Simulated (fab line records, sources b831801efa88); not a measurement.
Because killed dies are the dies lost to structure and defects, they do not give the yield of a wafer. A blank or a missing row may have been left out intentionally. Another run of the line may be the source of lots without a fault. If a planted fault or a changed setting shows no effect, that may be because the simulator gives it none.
The tool behind it: which one? || flow gf180mcu || 15 lots, 45 wafers sampled, at 4 steps of a route of 602

== WHAT EACH GAUGE READ, for each wafer ==
No reading from a measuring or inspecting step in the record can be judged against a usual standard deviation.

== WHICH TOOL RAN EACH LOT (tool, then ch and the chambers of the sampled wafers, then the start) ==
{"lot": "L293", "GF_V1_ETCH_16": "rie_diel-01 ch 1,2,3, day 18 16:49", "GF_M2_SPUTTER_04": "pvd_sputter-02, day 18 18:28", "GF_M2_PEB_12": "litho_track-04 ch 0, day 19 18:37", "GF_V2_CMP_04": "cmp-02 ch 0,1,2, day 19 20:02"}
{"lot": "L296", "GF_V1_ETCH_16": "rie_diel-02 ch 0,3, day 19 17:17", "GF_M2_SPUTTER_04": "pvd_sputter-02, day 19 18:50", "GF_M2_PEB_12": "litho_track-04 ch 0, day 20 18:26", "GF_V2_CMP_04": "cmp-01 ch 0,1,3, day 20 19:56"}
{"lot": "L297", "GF_V1_ETCH_16": "rie_diel-02 ch 1,2, day 19 22:08", "GF_M2_SPUTTER_04": "pvd_sputter-02, day 19 23:47", "GF_M2_PEB_12": "litho_track-01 ch 0, day 20 23:32", "GF_V2_CMP_04": "cmp-02 ch 0,1, day 21 00:56"}
{"lot": "L299", "GF_V1_ETCH_16": "rie_diel-03 ch 0,1,2, day 21 00:25", "GF_M2_SPUTTER_04": "pvd_sputter-01, day 21 01:57", "GF_M2_PEB_12": "litho_track-01 ch 0, day 22 00:51", "GF_V2_CMP_04": "cmp-02 ch 0,1,2, day 22 02:28"}
{"lot": "L300", "GF_V1_ETCH_16": "rie_diel-01 ch 0,1, day 21 02:56", "GF_M2_SPUTTER_04": "pvd_sputter-01, day 21 04:28", "GF_M2_PEB_12": "litho_track-01 ch 0, day 22 03:48", "GF_V2_CMP_04": "cmp-02 ch 0,1,2, day 22 05:25"}
{"lot": "L302", "GF_V1_ETCH_16": "rie_diel-01 ch 0,3, day 22 03:53", "GF_M2_SPUTTER_04": "pvd_sputter-04, day 22 05:27", "GF_M2_PEB_12": "litho_track-01 ch 0, day 23 04:01", "GF_V2_CMP_04": "cmp-02 ch 0,1,2, day 23 05:32"}
{"lot": "L303", "GF_V1_ETCH_16": "rie_diel-01 ch 0,1,3, day 22 06:58", "GF_M2_SPUTTER_04": "pvd_sputter-02, day 22 08:35", "GF_M2_PEB_12": "litho_track-02, day 23 07:29", "GF_V2_CMP_04": "-"}
{"lot": "L304", "GF_V1_ETCH_16": "rie_diel-02 ch 0,1,3, day 22 17:37", "GF_M2_SPUTTER_04": "pvd_sputter-02, day 22 19:08", "GF_M2_PEB_12": "litho_track-04, day 23 17:28", "GF_V2_CMP_04": "-"}
{"lot": "L305", "GF_V1_ETCH_16": "rie_diel-01 ch 0,1,3, day 22 23:55", "GF_M2_SPUTTER_04": "pvd_sputter-02, day 23 01:26", "GF_M2_PEB_12": "litho_track-04, day 23 23:38", "GF_V2_CMP_04": "-"}
{"lot": "L307", "GF_V1_ETCH_16": "rie_diel-02 ch 2,3, day 23 16:58", "GF_M2_SPUTTER_04": "pvd_sputter-02, day 23 18:29", "GF_M2_PEB_12": "litho_track-02 ch 0, day 24 15:31", "GF_V2_CMP_04": "cmp-01 ch 0,1,3, day 24 16:55"}
{"lot": "L311", "GF_V1_ETCH_16": "rie_diel-03 ch 0,2,3, day 25 10:37", "GF_M2_SPUTTER_04": "pvd_sputter-02, day 25 12:15", "GF_M2_PEB_12": "litho_track-02 ch 0, day 26 09:13", "GF_V2_CMP_04": "cmp-01 ch 0,1,3, day 26 10:47"}
{"lot": "L312", "GF_V1_ETCH_16": "rie_diel-02 ch 0,1,2, day 25 13:16", "GF_M2_SPUTTER_04": "pvd_sputter-01, day 25 14:56", "GF_M2_PEB_12": "litho_track-04 ch 0, day 26 12:14", "GF_V2_CMP_04": "cmp-02 ch 0,3, day 26 13:44"}
{"lot": "L313", "GF_V1_ETCH_16": "rie_diel-03 ch 0,1,3, day 25 21:28", "GF_M2_SPUTTER_04": "pvd_sputter-01, day 25 22:59", "GF_M2_PEB_12": "litho_track-01 ch 0, day 26 19:24", "GF_V2_CMP_04": "cmp-02 ch 0,1,2, day 26 20:53"}
{"lot": "L315", "GF_V1_ETCH_16": "rie_diel-01 ch 0,1, day 26 06:07", "GF_M2_SPUTTER_04": "pvd_sputter-02, day 26 07:45", "GF_M2_PEB_12": "litho_track-02 ch 0, day 27 03:46", "GF_V2_CMP_04": "cmp-02 ch 0,3, day 27 05:10"}
{"lot": "L314", "GF_V1_ETCH_16": "rie_diel-02 ch 0,2,3, day 26 07:49", "GF_M2_SPUTTER_04": "pvd_sputter-01, day 26 09:32", "GF_M2_PEB_12": "litho_track-02 ch 0, day 27 05:40", "GF_V2_CMP_04": "cmp-01 ch 1,2,3, day 27 07:07"}
- GF_V1_ETCH_16: etches BARC in N2/H2.
- GF_M2_SPUTTER_04: material TiN, target thk 50 nm, time 41.7 s.
- GF_M2_PEB_12: peb time 90 s.
- GF_V2_CMP_04: polishes SiO2.

== WHAT THE TOOLS THEMSELVES READ (means of the sampled wafers that have a number; where no wafer has one, the mark that the record gives instead) ==
GF_V1_ETCH_16. Usual: drypump_motor_current_A 5.6 A, standard deviation 0.47; oes_product_au 0.855 a.u., standard deviation 0.0048; throttle_valve_pct 13.224 %, standard deviation 0.0085.
{"lot": "L293", "tool": "rie_diel-01", "drypump_motor_current_A (A)": 5.4, "oes_product_au (a.u.)": 0.850, "throttle_valve_pct (%)": 13.226, "flag": ""}
{"lot": "L296", "tool": "rie_diel-02", "drypump_motor_current_A (A)": 6.0, "oes_product_au (a.u.)": 0.852, "throttle_valve_pct (%)": 13.221, "flag": ""}
{"lot": "L297", "tool": "rie_diel-02", "drypump_motor_current_A (A)": 5.7, "oes_product_au (a.u.)": 0.857, "throttle_valve_pct (%)": 13.222, "flag": ""}
{"lot": "L299", "tool": "rie_diel-03", "drypump_motor_current_A (A)": 5.3, "oes_product_au (a.u.)": 0.853, "throttle_valve_pct (%)": 13.228, "flag": ""}
{"lot": "L300", "tool": "rie_diel-01", "drypump_motor_current_A (A)": 5.7, "oes_product_au (a.u.)": 0.855, "throttle_valve_pct (%)": 13.222, "flag": ""}
{"lot": "L302", "tool": "rie_diel-01", "drypump_motor_current_A (A)": 5.9, "oes_product_au (a.u.)": 0.852, "throttle_valve_pct (%)": 13.224, "flag": ""}
{"lot": "L303", "tool": "rie_diel-01", "drypump_motor_current_A (A)": 5.7, "oes_product_au (a.u.)": 0.853, "throttle_valve_pct (%)": 13.229, "flag": ""}
{"lot": "L304", "tool": "rie_diel-02", "drypump_motor_current_A (A)": 5.9, "oes_product_au (a.u.)": 0.859, "throttle_valve_pct (%)": 13.225, "flag": ""}
{"lot": "L305", "tool": "rie_diel-01", "drypump_motor_current_A (A)": 5.7, "oes_product_au (a.u.)": 0.853, "throttle_valve_pct (%)": 13.229, "flag": ""}
{"lot": "L307", "tool": "rie_diel-02", "drypump_motor_current_A (A)": 5.9, "oes_product_au (a.u.)": 0.853, "throttle_valve_pct (%)": 13.219, "flag": ""}
{"lot": "L311", "tool": "rie_diel-03", "drypump_motor_current_A (A)": 5.4, "oes_product_au (a.u.)": 0.852, "throttle_valve_pct (%)": 13.225, "flag": ""}
{"lot": "L312", "tool": "rie_diel-02", "drypump_motor_current_A (A)": 6.0, "oes_product_au (a.u.)": 0.862, "throttle_valve_pct (%)": 13.228, "flag": ""}
{"lot": "L313", "tool": "rie_diel-03", "drypump_motor_current_A (A)": 5.1, "oes_product_au (a.u.)": 0.853, "throttle_valve_pct (%)": 13.225, "flag": ""}
{"lot": "L315", "tool": "rie_diel-01", "drypump_motor_current_A (A)": 5.4, "oes_product_au (a.u.)": 0.856, "throttle_valve_pct (%)": 13.236, "flag": ""}
{"lot": "L314", "tool": "rie_diel-02", "drypump_motor_current_A (A)": 6.1, "oes_product_au (a.u.)": 0.860, "throttle_valve_pct (%)": 13.217, "flag": ""}

GF_M2_SPUTTER_04. Usual: throttle_valve_pct 30.4 %, standard deviation 1.
{"lot": "L293", "tool": "pvd_sputter-02", "throttle_valve_pct (%)": 30.3, "flag": ""}
{"lot": "L296", "tool": "pvd_sputter-02", "throttle_valve_pct (%)": 30.4, "flag": ""}
{"lot": "L297", "tool": "pvd_sputter-02", "throttle_valve_pct (%)": 30.1, "flag": ""}
{"lot": "L299", "tool": "pvd_sputter-01", "throttle_valve_pct (%)": 30.6, "flag": ""}
{"lot": "L300", "tool": "pvd_sputter-01", "throttle_valve_pct (%)": 29.5, "flag": ""}
{"lot": "L302", "tool": "pvd_sputter-04", "throttle_valve_pct (%)": 31.3, "flag": ""}
{"lot": "L303", "tool": "pvd_sputter-02", "throttle_valve_pct (%)": 30.1, "flag": ""}
{"lot": "L304", "tool": "pvd_sputter-02", "throttle_valve_pct (%)": 29.8, "flag": ""}
{"lot": "L305", "tool": "pvd_sputter-02", "throttle_valve_pct (%)": 30.3, "flag": ""}
{"lot": "L307", "tool": "pvd_sputter-02", "throttle_valve_pct (%)": 30.5, "flag": ""}
{"lot": "L311", "tool": "pvd_sputter-02", "throttle_valve_pct (%)": 30.2, "flag": ""}
{"lot": "L312", "tool": "pvd_sputter-01", "throttle_valve_pct (%)": 30.9, "flag": ""}
{"lot": "L313", "tool": "pvd_sputter-01", "throttle_valve_pct (%)": 30.0, "flag": ""}
{"lot": "L315", "tool": "pvd_sputter-02", "throttle_valve_pct (%)": 29.7, "flag": ""}
{"lot": "L314", "tool": "pvd_sputter-01", "throttle_valve_pct (%)": 29.5, "flag": ""}

GF_M2_PEB_12. Usual: chill_plate_temp_C 22.99 C, standard deviation 0.096; exhaust_pa 45.2 Pa, standard deviation 0.95.
{"lot": "L293", "tool": "litho_track-04", "chill_plate_temp_C (C)": 22.99, "exhaust_pa (Pa)": 44.1, "flag": ""}
{"lot": "L296", "tool": "litho_track-04", "chill_plate_temp_C (C)": 22.94, "exhaust_pa (Pa)": 44.3, "flag": ""}
{"lot": "L297", "tool": "litho_track-01", "chill_plate_temp_C (C)": 23.03, "exhaust_pa (Pa)": 45.5, "flag": ""}
{"lot": "L299", "tool": "litho_track-01", "chill_plate_temp_C (C)": 22.96, "exhaust_pa (Pa)": 45.5, "flag": ""}
{"lot": "L300", "tool": "litho_track-01", "chill_plate_temp_C (C)": 22.99, "exhaust_pa (Pa)": 44.0, "flag": ""}
{"lot": "L302", "tool": "litho_track-01", "chill_plate_temp_C (C)": 23.00, "exhaust_pa (Pa)": 44.0, "flag": ""}
{"lot": "L303", "tool": "litho_track-02", "chill_plate_temp_C (C)": "-", "exhaust_pa (Pa)": "-", "flag": "OFF"}
{"lot": "L304", "tool": "litho_track-04", "chill_plate_temp_C (C)": "-", "exhaust_pa (Pa)": "-", "flag": "OFF"}
{"lot": "L305", "tool": "litho_track-04", "chill_plate_temp_C (C)": "-", "exhaust_pa (Pa)": "-", "flag": "OFF"}
{"lot": "L307", "tool": "litho_track-02", "chill_plate_temp_C (C)": 22.92, "exhaust_pa (Pa)": 44.4, "flag": ""}
{"lot": "L311", "tool": "litho_track-02", "chill_plate_temp_C (C)": 22.90, "exhaust_pa (Pa)": 45.8, "flag": ""}
{"lot": "L312", "tool": "litho_track-04", "chill_plate_temp_C (C)": 22.96, "exhaust_pa (Pa)": 45.7, "flag": ""}
{"lot": "L313", "tool": "litho_track-01", "chill_plate_temp_C (C)": 23.00, "exhaust_pa (Pa)": 45.8, "flag": ""}
{"lot": "L315", "tool": "litho_track-02", "chill_plate_temp_C (C)": 22.97, "exhaust_pa (Pa)": 45.2, "flag": ""}
{"lot": "L314", "tool": "litho_track-02", "chill_plate_temp_C (C)": 22.96, "exhaust_pa (Pa)": 45.3, "flag": ""}

GF_V2_CMP_04. Usual: motor_current_A 11.4 A, standard deviation 1.5; platen_rpm 59.99 rpm, standard deviation 0.048; time_to_endpoint_s 80 s, standard deviation 6.6.
{"lot": "L293", "tool": "cmp-02", "motor_current_A (A)": 12.1, "platen_rpm (rpm)": 60.00, "time_to_endpoint_s (s)": 81, "flag": ""}
{"lot": "L296", "tool": "cmp-01", "motor_current_A (A)": 11.1, "platen_rpm (rpm)": 59.96, "time_to_endpoint_s (s)": 75, "flag": ""}
{"lot": "L297", "tool": "cmp-02", "motor_current_A (A)": 12.9, "platen_rpm (rpm)": 59.97, "time_to_endpoint_s (s)": 83, "flag": ""}
{"lot": "L299", "tool": "cmp-02", "motor_current_A (A)": 11.7, "platen_rpm (rpm)": 59.99, "time_to_endpoint_s (s)": 85, "flag": ""}
{"lot": "L300", "tool": "cmp-02", "motor_current_A (A)": 12.2, "platen_rpm (rpm)": 60.04, "time_to_endpoint_s (s)": 81, "flag": ""}
{"lot": "L302", "tool": "cmp-02", "motor_current_A (A)": 11.8, "platen_rpm (rpm)": 60.04, "time_to_endpoint_s (s)": 84, "flag": ""}
{"lot": "L307", "tool": "cmp-01", "motor_current_A (A)": 10.9, "platen_rpm (rpm)": 59.97, "time_to_endpoint_s (s)": 85, "flag": ""}
{"lot": "L311", "tool": "cmp-01", "motor_current_A (A)": 10.9, "platen_rpm (rpm)": 59.95, "time_to_endpoint_s (s)": 71, "flag": ""}
{"lot": "L312", "tool": "cmp-02", "motor_current_A (A)": 12.1, "platen_rpm (rpm)": 60.04, "time_to_endpoint_s (s)": 78, "flag": ""}
{"lot": "L313", "tool": "cmp-02", "motor_current_A (A)": 12.4, "platen_rpm (rpm)": 59.97, "time_to_endpoint_s (s)": 68, "flag": ""}
{"lot": "L315", "tool": "cmp-02", "motor_current_A (A)": 11.1, "platen_rpm (rpm)": 59.97, "time_to_endpoint_s (s)": 79, "flag": ""}
{"lot": "L314", "tool": "cmp-01", "motor_current_A (A)": 10.1, "platen_rpm (rpm)": 59.96, "time_to_endpoint_s (s)": 77, "flag": ""}

== THE ANSWER, worked out from the rows above alone ==
Rule: a lot counts as off when the mean over its wafers that have a number is more than 3 standard deviations away from the usual mean. A lot without any number at a reading at which 4 lots or more have one is off too. The other lots that the step has rows for count as sound. The gauges are gone through in route order, then the tools' own readings, and for those a lot's mean is taken as printed above. At the first step where some lot is off, the reading lying furthest off is the one used; lots without a number count as furthest.
Off at GF_M2_PEB_12 (chill_plate_temp_C): L303, L304, L305. Without a number there: L303, L304, L305.
If a tool, at that step or one of the process steps before it, ran each lot that is off and ran no sound lot following the first of them, it fits. None of those tried fits.

== WHAT THE SIMULATOR HAD INSERTED ==
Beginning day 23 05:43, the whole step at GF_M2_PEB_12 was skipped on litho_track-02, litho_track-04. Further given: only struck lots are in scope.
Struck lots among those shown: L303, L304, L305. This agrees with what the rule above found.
